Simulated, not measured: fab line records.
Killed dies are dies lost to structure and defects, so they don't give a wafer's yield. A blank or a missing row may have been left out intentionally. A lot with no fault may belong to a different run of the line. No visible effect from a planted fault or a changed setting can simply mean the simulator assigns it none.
What tool caused it? / flow sky130 / Sampling: 12 lots, 36 wafers, 3 of 708 route steps

WHAT THE GAUGES READ, wafer by wafer
SKY_VIA4_THK_MEAS_01.
lot=L479; measured=day 41 19:07; on=film_metro-01; VIA4_HDPCVD_THK (nm)=1739 1759 1761
lot=L481; measured=day 42 15:35; on=film_metro-01; VIA4_HDPCVD_THK (nm)=1764 1758 1747
lot=L483; measured=day 43 12:04; on=film_metro-04; VIA4_HDPCVD_THK (nm)=1729 1760 1754
lot=L484; measured=day 43 23:52; on=film_metro-03; VIA4_HDPCVD_THK (nm)=1697 1683 1700
lot=L485; measured=day 43 21:48; on=film_metro-03; VIA4_HDPCVD_THK (nm)=1745 1744 1743
lot=L486; measured=day 44 01:20; on=film_metro-03; VIA4_HDPCVD_THK (nm)=1748 1708 1730
lot=L491; measured=day 45 07:58; on=film_metro-01; VIA4_HDPCVD_THK (nm)=1726 1715 1731
lot=L492; measured=day 45 08:43; on=film_metro-04; VIA4_HDPCVD_THK (nm)=1732 1748 1732
lot=L494; measured=day 46 01:01; on=film_metro-03; VIA4_HDPCVD_THK (nm)=1722 1720 1719
lot=L496; measured=day 46 12:40; on=film_metro-03; VIA4_HDPCVD_THK (nm)=1709 1723 1712
lot=L499; measured=day 47 00:13; on=film_metro-01; VIA4_HDPCVD_THK (nm)=1722 1726 1716
lot=L501; measured=day 48 02:08; on=film_metro-01; VIA4_HDPCVD_THK (nm)=1730 1742 1727

TOOL THAT RAN EACH LOT (tool first, then ch and the chambers of the sampled wafers, then the start)
lot=L479; SKY_FIELD_ISO_ETCH_14=rie_diel-03 ch 0,1,2, day 2 05:53; SKY_METAL4_STRIP_19=plasma_asher-02 ch 0,1, day 41 18:22
lot=L481; SKY_FIELD_ISO_ETCH_14=rie_diel-03 ch 2,3, day 2 15:34; SKY_METAL4_STRIP_19=plasma_asher-03 ch 0,1, day 42 14:44
lot=L483; SKY_FIELD_ISO_ETCH_14=rie_diel-03 ch 0,1, day 3 00:37; SKY_METAL4_STRIP_19=plasma_asher-02 ch 0,1, day 43 11:19
lot=L484; SKY_FIELD_ISO_ETCH_14=rie_diel-03 ch 0,1,3, day 3 08:32; SKY_METAL4_STRIP_19=plasma_asher-02 ch 1, day 43 23:04
lot=L485; SKY_FIELD_ISO_ETCH_14=rie_diel-03 ch 0,1,3, day 3 14:41; SKY_METAL4_STRIP_19=plasma_asher-02 ch 0,1, day 43 21:02
lot=L486; SKY_FIELD_ISO_ETCH_14=rie_diel-03 ch 0,1,2, day 3 17:50; SKY_METAL4_STRIP_19=plasma_asher-02 ch 1, day 44 00:33
lot=L491; SKY_FIELD_ISO_ETCH_14=rie_diel-03 ch 0,1,3, day 4 22:08; SKY_METAL4_STRIP_19=plasma_asher-03 ch 0, day 45 06:10
lot=L492; SKY_FIELD_ISO_ETCH_14=rie_diel-04 ch 0,1, day 5 00:37; SKY_METAL4_STRIP_19=plasma_asher-03 ch 0,1, day 45 07:56
lot=L494; SKY_FIELD_ISO_ETCH_14=rie_diel-03 ch 1,2,3, day 5 11:41; SKY_METAL4_STRIP_19=plasma_asher-03 ch 0,1, day 46 00:09
lot=L496; SKY_FIELD_ISO_ETCH_14=rie_diel-04 ch 0,1,2, day 5 20:07; SKY_METAL4_STRIP_19=plasma_asher-03 ch 0,1, day 46 11:54
lot=L499; SKY_FIELD_ISO_ETCH_14=rie_diel-04 ch 0,1,3, day 6 13:23; SKY_METAL4_STRIP_19=plasma_asher-01 ch 0,1, day 46 23:28
lot=L501; SKY_FIELD_ISO_ETCH_14=rie_diel-04 ch 0,3, day 7 00:44; SKY_METAL4_STRIP_19=plasma_asher-01 ch 0,1, day 48 01:21
- SKY_FIELD_ISO_ETCH_14: etches BARC in N2/H2, stops on SiO2, time 45.9 s, target depth 60 nm.
- SKY_METAL4_STRIP_19: strips in O2/N2.

AS READ BY THE TOOLS THEMSELVES (means over the sampled wafers that have a number; for cases with no such wafer, the mark the record gives instead)
SKY_FIELD_ISO_ETCH_14.
lot=L479; tool=rie_diel-03; drypump_motor_current_A (A)=5.9; oes_product_au (a.u.)=0.852; throttle_valve_pct (%)=13.222
lot=L481; tool=rie_diel-03; drypump_motor_current_A (A)=6.2; oes_product_au (a.u.)=0.858; throttle_valve_pct (%)=13.216
lot=L483; tool=rie_diel-03; drypump_motor_current_A (A)=6.1; oes_product_au (a.u.)=0.849; throttle_valve_pct (%)=13.220
lot=L484; tool=rie_diel-03; drypump_motor_current_A (A)=6.2; oes_product_au (a.u.)=0.853; throttle_valve_pct (%)=13.222
lot=L485; tool=rie_diel-03; drypump_motor_current_A (A)=6.2; oes_product_au (a.u.)=0.856; throttle_valve_pct (%)=13.236
lot=L486; tool=rie_diel-03; drypump_motor_current_A (A)=5.9; oes_product_au (a.u.)=0.853; throttle_valve_pct (%)=13.225
lot=L491; tool=rie_diel-03; drypump_motor_current_A (A)=6.2; oes_product_au (a.u.)=0.853; throttle_valve_pct (%)=13.220
lot=L492; tool=rie_diel-04; drypump_motor_current_A (A)=6.0; oes_product_au (a.u.)=0.858; throttle_valve_pct (%)=13.223
lot=L494; tool=rie_diel-03; drypump_motor_current_A (A)=6.0; oes_product_au (a.u.)=0.853; throttle_valve_pct (%)=13.222
lot=L496; tool=rie_diel-04; drypump_motor_current_A (A)=5.7; oes_product_au (a.u.)=0.855; throttle_valve_pct (%)=13.228
lot=L499; tool=rie_diel-04; drypump_motor_current_A (A)=6.0; oes_product_au (a.u.)=0.858; throttle_valve_pct (%)=13.232
lot=L501; tool=rie_diel-04; drypump_motor_current_A (A)=6.3; oes_product_au (a.u.)=0.855; throttle_valve_pct (%)=13.225

SKY_METAL4_STRIP_19.
lot=L479; tool=plasma_asher-02; drypump_motor_current_A (A)=5.8; oes_product_au (a.u.)=0.503; strip_time_to_endpoint_s (s)=6.55
lot=L481; tool=plasma_asher-03; drypump_motor_current_A (A)=5.3; oes_product_au (a.u.)=0.505; strip_time_to_endpoint_s (s)=6.66
lot=L483; tool=plasma_asher-02; drypump_motor_current_A (A)=5.8; oes_product_au (a.u.)=0.516; strip_time_to_endpoint_s (s)=6.72
lot=L484; tool=plasma_asher-02; drypump_motor_current_A (A)=5.8; oes_product_au (a.u.)=0.512; strip_time_to_endpoint_s (s)=6.70
lot=L485; tool=plasma_asher-02; drypump_motor_current_A (A)=5.8; oes_product_au (a.u.)=0.504; strip_time_to_endpoint_s (s)=6.59
lot=L486; tool=plasma_asher-02; drypump_motor_current_A (A)=5.8; oes_product_au (a.u.)=0.507; strip_time_to_endpoint_s (s)=6.58
lot=L491; tool=plasma_asher-03; drypump_motor_current_A (A)=5.2; oes_product_au (a.u.)=0.504; strip_time_to_endpoint_s (s)=6.67
lot=L492; tool=plasma_asher-03; drypump_motor_current_A (A)=5.2; oes_product_au (a.u.)=0.507; strip_time_to_endpoint_s (s)=6.57
lot=L494; tool=plasma_asher-03; drypump_motor_current_A (A)=5.2; oes_product_au (a.u.)=0.507; strip_time_to_endpoint_s (s)=6.63
lot=L496; tool=plasma_asher-03; drypump_motor_current_A (A)=5.3; oes_product_au (a.u.)=0.510; strip_time_to_endpoint_s (s)=6.64
lot=L499; tool=plasma_asher-01; drypump_motor_current_A (A)=6.4; oes_product_au (a.u.)=0.506; strip_time_to_endpoint_s (s)=6.70
lot=L501; tool=plasma_asher-01; drypump_motor_current_A (A)=6.1; oes_product_au (a.u.)=0.503; strip_time_to_endpoint_s (s)=6.62

THE ANSWER, worked out from the rows above alone
Rule: the lots themselves supply what counts as usual. The widest of any qualifying gaps counts: lots, ordered by their means at a reading, are off when they make up no more than a third of the lots, leave a main group of 4 or more, and stand apart from it by 3 or more times the standard deviation of that group's means. Not used: any main group whose means are identical at the precision the tables above print for the reading. Also off: a lot with no number at a reading for which 4 or more lots have one. Where the step has rows for the other lots, those lots are counted as sound. First the gauges in route order, then the tools' own readings, where a lot's mean is used as printed above. The first step at which some lot is off is used, and at that step the reading that is off furthest; a lot without a number counts as furthest.
No lot is off on any of the readings shown, so nothing can be concluded from this.

WHAT HAD BEEN PUT IN BY THE SIMULATOR
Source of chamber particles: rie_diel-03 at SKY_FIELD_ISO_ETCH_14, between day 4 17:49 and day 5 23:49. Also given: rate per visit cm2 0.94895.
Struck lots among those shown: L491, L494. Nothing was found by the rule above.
